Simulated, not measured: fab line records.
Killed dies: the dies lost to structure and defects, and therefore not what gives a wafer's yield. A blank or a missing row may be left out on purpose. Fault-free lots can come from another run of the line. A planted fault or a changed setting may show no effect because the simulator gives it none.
fab line records ; flow gf180mcu
record lots=7; wafers=21; lastDay=34
route steps=602 shown M3@417 V3@429
lots untouched by any fault: they come from a run of this same line in which no faults occurred
startH: hours from the record's opening day to when the first of the lot's shown wafers began ; waitH: hours from the lot's prior step to this one ; " the same as in the row above ; L1.1+2: a row that stands for several wafers ; - no value, or no start given ; * or withheld: withheld ; < > ~ a bound
route shown NAME@n: a module of which the file shows steps, and the number in the route of the first ; usual: mean and standard deviation over wafers with no fault ; same: alike in all rows ; chamber/n: place in a boat ; sites: per-site readings ; _std_site: their standard deviation ; _edge_site: outer sites' mean less inner sites' ; radiusMm: for every site, how far away it sits from the centre of the wafer ; mask NAME#n: copy n ; behind: the tool/chamber that last shaped the wafer ; hold: cause of the lot's hold/its duration in hours/its outcome ; device: transistor that didn't switch, given as n, p or np ; end of line: tests run on the same wafers once the route is complete ; a step without rows: its recipe alone ; killed: dies lost to structure and defects at the first sort, not the wafer's yield ; map: a wafer's dies, marking killed ones x, the rest . and places with no die _
set.NAME: the setting as run; set.NAME@STEP: as run at that earlier step ; model.NAME: the simulator's own value behind a step, which no gauge read
lots at selected steps of the route; one table per step, one row per wafer
services: from which hour (startH, from the record's first day; less than 0 if before it) a tool's chamber was out of use, for how many hours, and why
## steps
# step GF_M3_HMDS_08
# recipe primeTimeS=60; primeTempC=120
# step GF_M3_COAT_09
# recipe resist=KrF; spinRpm=withheld; resistThkNm=1000
# step GF_M3_SOFTBAKE_10
# recipe tempC=130; timeS=60; resist=KrF
# step GF_M3_EXPOSE_11
# recipe maskId=Metal3; targetCdNm=280; na=0.68; sourceShape=conventional; sigmaOuter=0.6; doseMj=28
# step GF_M3_PEB_12
# recipe pebTempC=135; pebTimeS=90; resist=KrF
# step GF_M3_DEVELOP_13
# recipe developTimeS=60; devTempC=21
# step GF_M3_CD_MEAS_14
# recipe targetCdNm=280
# usual cdNm=280.0/0.97
lot.wafer;tool;chamber;startH;waitH;cdNm
L570.1;cdSem-02;-;544.81;0.1;278.2
L570.4;cdSem-02;-;544.81;0.1;278.3
L570.6;cdSem-02;-;544.81;0.1;279.0
L573.3;cdSem-02;-;568.15;0.1;279.7
L573.5;cdSem-02;-;568.15;0.1;279.4
L573.6;cdSem-02;-;568.15;0.1;280.1
L582.1;cdSem-01;-;635.85;0.1;279.5
L582.3;cdSem-01;-;635.85;0.1;280.3
L582.4;cdSem-01;-;635.85;0.1;280.5
L583.3;cdSem-01;-;640.14;0.1;279.3
L583.4;cdSem-01;-;640.14;0.1;277.8
L583.6;cdSem-01;-;640.14;0.1;279.0
L584.1;cdSem-02;-;645.80;0.1;279.6
L584.4;cdSem-02;-;645.80;0.1;279.7
L584.6;cdSem-02;-;645.80;0.1;278.5
L586.1;cdSem-02;-;663.55;0.1;279.5
L586.2;cdSem-02;-;663.55;0.1;281.2
L586.4;cdSem-02;-;663.55;0.1;280.3
L587.3;cdSem-01;-;667.54;0.1;279.5
L587.4;cdSem-01;-;667.54;0.1;279.2
L587.5;cdSem-01;-;667.54;0.1;279.6
# step GF_M3_OVL_MEAS_15
# usual M3_OVL=-2/5.3
lot.wafer;tool;chamber;startH;waitH;M3_OVL[nm]
L570.1;overlay-01;-;544.93;0.1;-2
L570.4;overlay-01;-;544.93;0.1;-6
L570.6;overlay-01;-;544.93;0.1;-2
L573.3;overlay-02;-;568.24;0.1;3
L573.5;overlay-02;-;568.24;0.1;-4
L573.6;overlay-02;-;568.24;0.1;-4
L582.1;overlay-01;-;635.97;0.1;3
L582.3;overlay-01;-;635.97;0.1;0
L582.4;overlay-01;-;635.97;0.1;-3
L583.3;overlay-01;-;640.23;0.1;-1
L583.4;overlay-01;-;640.23;0.1;-1
L583.6;overlay-01;-;640.23;0.1;-4
L584.1;overlay-01;-;645.92;0.1;2
L584.4;overlay-01;-;645.92;0.1;-17
L584.6;overlay-01;-;645.92;0.1;-15
L586.1;overlay-01;-;663.67;0.1;-3
L586.2;overlay-01;-;663.67;0.1;-1
L586.4;overlay-01;-;663.67;0.1;-1
L587.3;overlay-02;-;667.63;0.1;-4
L587.4;overlay-02;-;667.63;0.1;-8
L587.5;overlay-02;-;667.63;0.1;-5
# step GF_M3_METAL_ETCH_16
# recipe chemistry=Cl2/BCl3; maskMaterial=KrF; targetDepthNm=627.5; stopOn=SiO2; pressureMtorr=8; icpW=800; biasW=140; Cl2_flow_sccm=80; bcl3FlowSccm=40; timeS=104.6
# usual biasW=140.1/0.39; chamberPressureMTorr=8.001/0.007; drypumpMotorCurrentA=5.9/0.44; oesProductAu=0.971/0.0069; throttleValvePct=28.252/0.011
lot.wafer;tool;chamber;startH;waitH;biasW;chamberPressureMTorr;drypumpMotorCurrentA;oesProductAu;rfHoursCounterH;throttleValvePct
L570.1;rieMetal-01;1;544.96;0.0;140.0;8.003;6.0;0.978;5;28.244
L570.4;rieMetal-01;0;544.96;0.0;140.1;7.997;5.8;0.975;-;28.257
L570.6;rieMetal-01;1;544.96;0.0;139.7;8.009;6.0;0.972;-;28.257
L573.3;rieMetal-03;1;568.30;0.1;139.5;7.997;6.8;0.978;-;28.243
L573.5;rieMetal-03;1;568.30;0.1;139.9;8.000;6.7;0.971;-;28.242
L573.6;rieMetal-03;0;568.30;0.1;139.8;7.996;5.5;0.973;-;28.251
L582.1;rieMetal-02;0;636.00;0.0;139.4;7.999;6.0;0.962;2;28.252
L582.3;rieMetal-02;0;636.00;0.0;140.4;7.997;6.0;0.976;-;28.254
L582.4;rieMetal-02;1;636.00;0.0;139.6;7.999;5.6;0.980;-;28.237
L583.3;rieMetal-02;1;640.29;0.1;140.4;7.995;5.7;0.967;-;28.251
L583.4;rieMetal-02;0;640.29;0.1;139.5;7.993;6.0;0.968;-;28.258
L583.6;rieMetal-02;0;640.29;0.1;139.8;8.006;6.0;0.965;-;28.259
L584.1;rieMetal-01;1;645.95;0.0;139.3;8.009;6.0;0.969;8;28.234
L584.4;rieMetal-01;1;645.95;0.0;139.4;7.997;6.0;0.968;-;28.230
L584.6;rieMetal-01;1;645.95;0.0;139.1;8.006;6.0;0.960;-;28.268
L586.1;rieMetal-02;1;663.71;0.0;139.4;8.014;5.7;0.983;12;28.232
L586.2;rieMetal-02;0;663.71;0.0;139.6;7.991;6.0;0.964;3;28.267
L586.4;rieMetal-02;1;663.71;0.0;139.6;7.999;5.7;0.968;-;28.242
L587.3;rieMetal-01;1;667.69;0.1;140.1;8.013;6.0;0.971;-;28.262
L587.4;rieMetal-01;0;667.69;0.1;139.6;8.003;5.7;0.959;-;28.251
L587.5;rieMetal-01;1;667.69;0.1;139.9;8.001;6.0;0.956;-;28.261
# step GF_M3_STRIP_17
# recipe chemistry=O2/N2; powerW=1400; pressureMtorr=1500; platenTempC=250; o2FlowSccm=3000; n2FlowSccm=300; overashFraction=0.5
# usual chamberPressureMTorr=1499.9/1.2; drypumpMotorCurrentA=5.8/0.52; heaterPowerW=307/32; o2FlowSccm=3000/8.7; oesProductAu=0.559/0.0048; stripTimeToEndpointS=7.89/0.059
lot.wafer;tool;chamber;startH;waitH;chamberPressureMTorr;drypumpMotorCurrentA;heaterPowerW;o2FlowSccm;oesProductAu;rfHoursCounterH;stripTimeToEndpointS
L570.1;plasmaAsher-03;1;545.07;0.1;1499.6;5.1;301;3001;0.561;11;7.89
L570.4;plasmaAsher-03;1;545.07;0.1;1500.7;5.1;304;2998;0.557;-;7.85
L570.6;plasmaAsher-03;0;545.07;0.1;1500.1;5.9;327;3003;0.553;-;7.91
L573.3;plasmaAsher-04;0;568.41;0.1;1500.8;6.3;334;3004;0.555;-;7.85
L573.5;plasmaAsher-04;1;568.41;0.1;1501.0;6.2;314;3013;0.558;-;7.82
L573.6;plasmaAsher-04;0;568.41;0.1;1500.6;6.2;331;3004;0.562;-;7.93
L582.1;plasmaAsher-01;1;636.11;0.1;1501.0;5.1;336;2990;0.567;56;7.87
L582.3;plasmaAsher-01;0;636.11;0.1;1498.9;6.2;245;3003;0.562;-;7.88
L582.4;plasmaAsher-01;1;636.11;0.1;1500.3;5.1;330;3004;0.551;-;7.81
L583.3;plasmaAsher-01;1;640.40;0.1;1501.1;5.1;340;2990;0.558;-;7.86
L583.4;plasmaAsher-01;0;640.40;0.1;1501.4;6.2;245;2984;0.559;-;7.91
L583.6;plasmaAsher-01;1;640.40;0.1;1499.1;5.1;328;2980;0.558;-;7.89
L584.1;plasmaAsher-03;1;646.07;0.1;1499.1;5.1;301;3000;0.560;23;7.96
L584.4;plasmaAsher-03;1;646.07;0.1;1500.7;5.1;297;3009;0.552;-;7.96
L584.6;plasmaAsher-03;1;646.07;0.1;1499.5;5.1;293;2995;0.564;-;7.96
L586.1;plasmaAsher-03;0;663.86;0.1;1501.4;5.9;322;3005;0.559;25;7.82
L586.2;plasmaAsher-03;1;663.86;0.1;1499.2;5.1;310;3007;0.554;25;7.88
L586.4;plasmaAsher-03;0;663.86;0.1;1499.6;5.9;328;3013;0.549;-;7.80
L587.3;plasmaAsher-04;1;667.80;0.1;1501.7;6.2;319;3008;0.569;-;8.00
L587.4;plasmaAsher-04;0;667.80;0.1;1499.9;6.3;331;2987;0.551;-;7.85
L587.5;plasmaAsher-04;1;667.80;0.1;1499.1;6.2;307;3003;0.553;-;7.96
# step GF_M3_STRIP_18
# recipe chemistry=postEtchResidueRemover; timeS=1200; tempC=72.5
# step GF_M3_CLEAN_19
# recipe chemistry=DIW; dry=n2Spin
# step GF_V3_CVD_00
# recipe material=SiO2; targetThkNm=600; sigmaOpenFrac=0.3; tempC=400; timeS=100; sih4FlowSccm=61.53; pressureMtorr=6
# usual pressureMtorr=6.002/0.013; runLengthS=128.0/0.48
lot.wafer;tool;chamber;startH;waitH;pressureMtorr;runLengthS
L570.1;hdpcvd-02;2;545.61;0.0;6.011;128.6
L570.4;hdpcvd-02;2;545.61;0.0;6.008;129.0
L570.6;hdpcvd-02;1;545.61;0.0;6.017;127.8
L573.3;hdpcvd-01;2;568.91;0.0;6.023;128.5
L573.5;hdpcvd-01;0;568.91;0.0;5.992;127.2
L573.6;hdpcvd-01;1;568.91;0.0;6.002;128.1
L582.1;hdpcvd-02;0;636.68;0.0;-;-
L582.3;hdpcvd-02;2;636.68;0.0;-;-
L582.4;hdpcvd-02;1;636.68;0.0;-;-
L583.3;hdpcvd-02;1;640.93;0.0;-;-
L583.4;hdpcvd-02;1;640.93;0.0;-;-
L583.6;hdpcvd-02;2;640.93;0.0;-;-
L584.1;hdpcvd-02;0;646.69;0.0;-;-
L584.4;hdpcvd-02;2;646.69;0.0;-;-
L584.6;hdpcvd-02;0;646.69;0.0;-;-
L586.1;hdpcvd-02;2;664.43;0.0;6.018;128.7
L586.2;hdpcvd-02;1;664.43;0.0;6.006;128.3
L586.4;hdpcvd-02;2;664.43;0.0;6.019;128.5
L587.3;hdpcvd-01;2;668.31;0.0;6.012;128.7
L587.4;hdpcvd-01;2;668.31;0.0;5.992;129.3
L587.5;hdpcvd-01;1;668.31;0.0;5.999;128.5
# step GF_V3_CVD_02
# recipe material=SiO2; targetThkNm=850; precursor=TEOS; tempC=400; timeS=94.851; rfW=600
# usual heaterPowerOuterW=376/53; heaterPowerW=661/75
lot.wafer;tool;chamber;startH;waitH;heaterPowerOuterW;heaterPowerW;sinceWetCleanH
L570.1;pecvd-03;0;545.74;0.1;387;606;788
L570.4;pecvd-03;1;545.74;0.1;329;578;-
L570.6;pecvd-03;0;545.74;0.1;395;653;-
L573.3;pecvd-04;0;569.04;0.0;322;621;603
L573.5;pecvd-04;1;569.04;0.0;276;510;-
L573.6;pecvd-04;2;569.04;0.0;290;531;-
L582.1;pecvd-03;2;636.81;0.1;344;633;32
L582.3;pecvd-03;0;636.81;0.1;367;592;32
L582.4;pecvd-03;1;636.81;0.1;342;577;-
L583.3;pecvd-03;1;641.06;0.0;428;686;36
L583.4;pecvd-03;0;641.06;0.0;458;701;-
L583.6;pecvd-03;2;641.06;0.0;354;637;-
L584.1;pecvd-02;0;646.82;0.1;441;711;472
L584.4;pecvd-02;2;646.82;0.1;315;635;-
L584.6;pecvd-02;0;646.82;0.1;453;763;-
L586.1;pecvd-02;1;664.57;0.1;420;731;490
L586.2;pecvd-02;0;664.57;0.1;500;814;490
L586.4;pecvd-02;1;664.57;0.1;315;589;-
L587.3;pecvd-02;1;668.44;0.0;364;658;494
L587.4;pecvd-02;0;668.44;0.0;440;742;-
L587.5;pecvd-02;2;668.44;0.0;417;797;-
## services
tool;chamber;startH;hours;kind
rieMetal-02;0;522.89;15.3;repair
hdpcvd-02;2;535.37;4.0;repair
plasmaAsher-01;-;535.83;2.8;pm
rieMetal-02;0;538.19;-;clean
rieMetal-02;0;538.19;18.3;scheduledDown
hdpcvd-01;-;539.25;15.0;pm
pecvd-04;-;551.37;5.5;pm
plasmaAsher-04;-;552.64;12.2;pm
rieMetal-01;-;571.42;1.4;pm
rieMetal-01;-;573.67;1.6;repair
pecvd-03;-;591.12;14.0;pm
hdpcvd-02;-;600.16;7.3;repair
pecvd-04;-;606.71;0.8;pm
hdpcvd-02;-;607.43;6.0;pm
pecvd-03;-;609.16;1.1;repair
pecvd-02;0;610.87;8.2;repair
rieMetal-03;1;618.20;16.0;repair
hdpcvd-02;-;630.99;5.5;pm
plasmaAsher-03;-;636.77;2.8;pm
plasmaAsher-03;-;647.46;3.0;repair
plasmaAsher-04;-;650.45;14.6;repair
hdpcvd-02;0;655.58;3.7;repair
rieMetal-03;1;663.09;3.0;repair
plasmaAsher-01;-;663.11;1.5;repair
## key
firstSign step=GF_V3_CVD_00; reading=toolRecord; direction=missing
effect none on later readings
metAt GF_V3_CVD_00
struckWafers L582.1,L582.3,L582.4,L583.3,L583.4,L583.6,L584.1,L584.4,L584.6
laterRowsLeftOut L582.1,L582.3,L582.4,L583.3,L583.4,L583.6,L584.1,L584.4,L584.6
sortLeftOut L582.1,L582.3,L582.4,L583.3,L583.4,L583.6,L584.1,L584.4,L584.6
onsetBetween 545.61 636.68
fault kind=skippedStepWhole; tool=hdpcvd-02; chamber=-; onsetH=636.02; steps=GF_V3_CVD_00; scope=struckLotsOnly
# sortLeftOut: the simulated sort isn't trusted on such a fault, so these wafers' sort isn't shown, and their yield isn't known
# laterRowsLeftOut: the simulator's readings of these wafers behind a module that went badly wrong aren't trusted and aren't shown, but for the sort
